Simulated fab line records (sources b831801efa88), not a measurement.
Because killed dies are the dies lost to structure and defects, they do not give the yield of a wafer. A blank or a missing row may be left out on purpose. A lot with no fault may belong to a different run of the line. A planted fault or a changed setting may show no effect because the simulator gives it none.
Which tool did it? -- flow sky130 -- Sampling: 13 lots, 39 wafers, 6 of 708 route steps

== WHAT THE GAUGES SHOWED, per wafer ==
SKY_NWELL_THK_MEAS_02. Usual: NWELL_OXIDATION_THK 10.00 nm, standard deviation 0.14.
lot,measured,on,NWELL_OXIDATION_THK (nm),flag
L954,day 2 17:44,filmMetro-03,10.03 9.99 10.08,
L955,day 3 00:02,filmMetro-04,9.85 9.84 10.02,
L956,day 3 04:17,filmMetro-04,10.13 10.02 10.12,
L957,day 3 07:39,filmMetro-02,9.99 10.11 10.28,
L961,day 4 06:42,filmMetro-02,9.88 9.74 9.91,
L962,day 4 14:13,filmMetro-04,9.88 9.69 9.68,
L963,day 4 16:44,filmMetro-02,10.14 10.31 10.23,
L966,day 5 12:02,filmMetro-04,9.93 10.00 10.08,
L970,day 6 04:17,filmMetro-03,10.11 10.02 10.18,
L972,day 6 18:11,filmMetro-04,10.16 10.05 9.99,
L974,day 7 10:21,filmMetro-03,9.97 10.04 10.12,
L975,day 7 20:04,filmMetro-02,10.26 10.14 10.14,
L976,day 7 20:05,filmMetro-04,10.04 10.06 9.96,

SKY_NWELL_TW_MEAS_26. Usual: NWELL_2_TW 498, standard deviation 3.1.
lot,measured,on,NWELL_2_TW,flag
L954,day 5 13:31,filmMetro-02,494 493 493,
L955,day 5 21:26,filmMetro-02,494 493 493,
L956,day 6 02:17,filmMetro-02,494 496 496,
L957,day 6 06:34,filmMetro-02,494 498 497,
L961,day 7 12:35,filmMetro-03,502 502 504,
L962,day 7 18:10,filmMetro-02,493 494 492,
L963,day 7 19:37,filmMetro-04,499 501 502,
L966,day 8 17:37,filmMetro-04,499 501 502,
L970,day 9 12:34,filmMetro-04,500 502 498,
L972,day 10 04:40,filmMetro-04,503 504 500,
L974,day 10 22:34,filmMetro-03,500 501 502,
L975,day 11 11:43,filmMetro-03,496 501 498,
L976,day 11 11:59,filmMetro-04,499 500 498,

SKY_VT_ADJUST_LVTN_OVL_MEAS_18. Usual: VT_ADJUST_LVTN_01_OVL 1.2 nm, standard deviation 1.2.
lot,measured,on,VT_ADJUST_LVTN_01_OVL (nm),flag
L954,day 7 23:56,overlay-01,1.3 1.0 0.8,
L955,day 8 07:59,overlay-02,1.1 -0.5 1.1,
L956,day 8 12:23,overlay-01,1.0 -1.3 -0.5,
L957,day 8 16:43,overlay-01,0.1 0.2 -0.6,
L961,day 10 04:34,overlay-01,1.4 1.9 0.9,
L962,day 10 09:10,overlay-02,-1.4 0.7 1.7,
L963,day 10 12:52,overlay-01,0.7 1.1 -0.1,
L966,day 11 13:37,overlay-01,- - -,OFF
L970,day 12 10:55,overlay-02,0.5 -0.9 1.7,
L972,day 13 06:49,overlay-02,3.1 2.6 4.8,
L974,day 14 02:19,overlay-01,2.5 0.2 0.7,
L975,day 14 17:16,overlay-01,1.3 2.5 2.1,
L976,day 14 17:32,overlay-02,0.5 2.0 1.2,

SKY_VT_ADJUST_LVTN_TW_MEAS_21. Usual: VT_ADJUST_LVTN_2_TW 189.5, standard deviation 0.97.
lot,measured,on,VT_ADJUST_LVTN_2_TW,flag
L954,day 8 00:13,filmMetro-01,190.3 190.3 189.3,
L955,day 8 08:19,filmMetro-01,189.3 190.8 191.6,
L956,day 8 12:40,filmMetro-04,190.1 189.9 189.5,
L957,day 8 17:01,filmMetro-04,189.6 189.5 189.6,
L961,day 10 04:52,filmMetro-02,186.6 188.0 188.8,
L962,day 10 09:27,filmMetro-02,188.8 187.6 188.3,
L963,day 10 13:10,filmMetro-01,189.7 191.8 190.1,
L966,day 11 13:55,filmMetro-04,30.3 30.3 30.3,OFF
L970,day 12 11:13,filmMetro-04,189.5 190.4 189.5,
L972,day 13 07:07,filmMetro-02,188.9 187.9 188.5,
L974,day 14 02:37,filmMetro-01,190.5 190.2 190.1,
L975,day 14 17:34,filmMetro-04,189.9 189.0 189.5,
L976,day 14 17:49,filmMetro-04,189.7 189.5 188.9,

== EACH LOT AND THE TOOL THAT RAN IT (in order: tool; ch and the chambers of the sampled wafers; start) ==
lot,SKY_NWELL_STRIP_14,SKY_VT_ADJUST_LVTN_EXPOSE_15
L954,"plasmaAsher-01 ch 0,1, day 4 19:46","ilineStepper-02 ch 0, day 7 15:23"
L955,"plasmaAsher-04 ch 0,1, day 5 03:04","ilineStepper-01 ch 0, day 7 21:22"
L956,"plasmaAsher-01 ch 0,1, day 5 07:31","ilineStepper-02 ch 0, day 8 02:16"
L957,"plasmaAsher-04 ch 0,1, day 5 11:22","ilineStepper-01 ch 0, day 8 07:14"
L961,"plasmaAsher-04 ch 0,1, day 6 17:40","ilineStepper-02 ch 0, day 9 17:10"
L962,"plasmaAsher-02 ch 0,1, day 6 23:22","ilineStepper-02 ch 0, day 9 22:19"
L963,"plasmaAsher-01 ch 0,1, day 7 00:44","ilineStepper-02 ch 0, day 10 02:13"
L966,"plasmaAsher-02 ch 0,1, day 7 20:22","ilineStepper-01 ch 0, day 11 02:32"
L970,"plasmaAsher-01 ch 0,1, day 8 14:31","ilineStepper-01 ch 0, day 11 22:40"
L972,"plasmaAsher-04 ch 0,1, day 9 06:22","ilineStepper-01 ch 0, day 12 18:04"
L974,"plasmaAsher-02 ch 0,1, day 9 23:34","ilineStepper-01 ch 0, day 13 13:44"
L975,"plasmaAsher-01 ch 0,1, day 10 11:58","ilineStepper-01 ch 0, day 14 03:34"
L976,"plasmaAsher-02 ch 0,1, day 10 12:20","ilineStepper-02 ch 0, day 14 04:02"
- SKY_NWELL_STRIP_14: strips in O2/N2.
- SKY_VT_ADJUST_LVTN_EXPOSE_15: exposes mask HVN STD DERIVED, target cd 600 nm.

== AS READ BY THE TOOLS THEMSELVES (means over the sampled wafers that have a number; for cases with no such wafer, the mark the record gives instead) ==
SKY_NWELL_STRIP_14. Usual: drypumpMotorCurrentA 5.6 A, standard deviation 0.4; oesProductAu 0.722 a.u., standard deviation 0.0043; stripTimeToEndpointS 36.92 s, standard deviation 0.087.
lot,tool,drypumpMotorCurrentA (A),oesProductAu (a.u.),stripTimeToEndpointS (s),flag
L954,plasmaAsher-01,5.2,0.724,36.96,
L955,plasmaAsher-04,6.0,0.721,36.95,
L956,plasmaAsher-01,5.2,0.728,36.93,
L957,plasmaAsher-04,6.1,0.723,36.91,
L961,plasmaAsher-04,6.1,0.723,36.90,
L962,plasmaAsher-02,5.8,0.725,36.83,
L963,plasmaAsher-01,5.2,0.722,36.98,
L966,plasmaAsher-02,5.6,0.723,36.78,
L970,plasmaAsher-01,5.2,0.721,36.87,
L972,plasmaAsher-04,6.1,0.723,36.93,
L974,plasmaAsher-02,5.6,0.720,36.94,
L975,plasmaAsher-01,5.2,0.722,36.81,
L976,plasmaAsher-02,5.7,0.720,36.97,

SKY_VT_ADJUST_LVTN_EXPOSE_15. Usual: stageVelMmS 500.04 mm/s, standard deviation 0.25.
lot,tool,stageVelMmS (mm/s),flag
L954,ilineStepper-02,500.18,
L955,ilineStepper-01,499.76,
L956,ilineStepper-02,500.16,
L957,ilineStepper-01,499.99,
L961,ilineStepper-02,500.09,
L962,ilineStepper-02,500.10,
L963,ilineStepper-02,500.07,
L966,ilineStepper-01,499.68,
L970,ilineStepper-01,500.10,
L972,ilineStepper-01,500.22,
L974,ilineStepper-01,499.66,
L975,ilineStepper-01,499.91,
L976,ilineStepper-02,500.30,

== THE ANSWER, worked out from the rows above alone ==
Rule: a lot counts as off when the mean over its wafers that have a number is more than 3 standard deviations away from the usual mean. Also off: a lot with no number at a reading for which 4 or more lots have one. All remaining lots with rows at the step are treated as sound. Order of review: gauges by route order, followed by the tools' own readings, for which a lot's mean as printed above is used. At the first step where some lot is off, the reading lying furthest off is the one used; lots without a number count as furthest.
Off: at SKY_VT_ADJUST_LVTN_OVL_MEAS_18 (VT_ADJUST_LVTN_01_OVL), L966. Without a number there: L966.
If a tool, at a process step before that reading, ran all the lots that are off and no sound lot after the first of them, it fits. The gauges at SKY_VT_ADJUST_LVTN_OVL_MEAS_18 aren't tried: what is off there is off at SKY_VT_ADJUST_LVTN_TW_MEAS_21 too, on other tools, and a gauge's error can't cause that. None of those tried fits.

== WHAT THE SIMULATOR PUT IN ==
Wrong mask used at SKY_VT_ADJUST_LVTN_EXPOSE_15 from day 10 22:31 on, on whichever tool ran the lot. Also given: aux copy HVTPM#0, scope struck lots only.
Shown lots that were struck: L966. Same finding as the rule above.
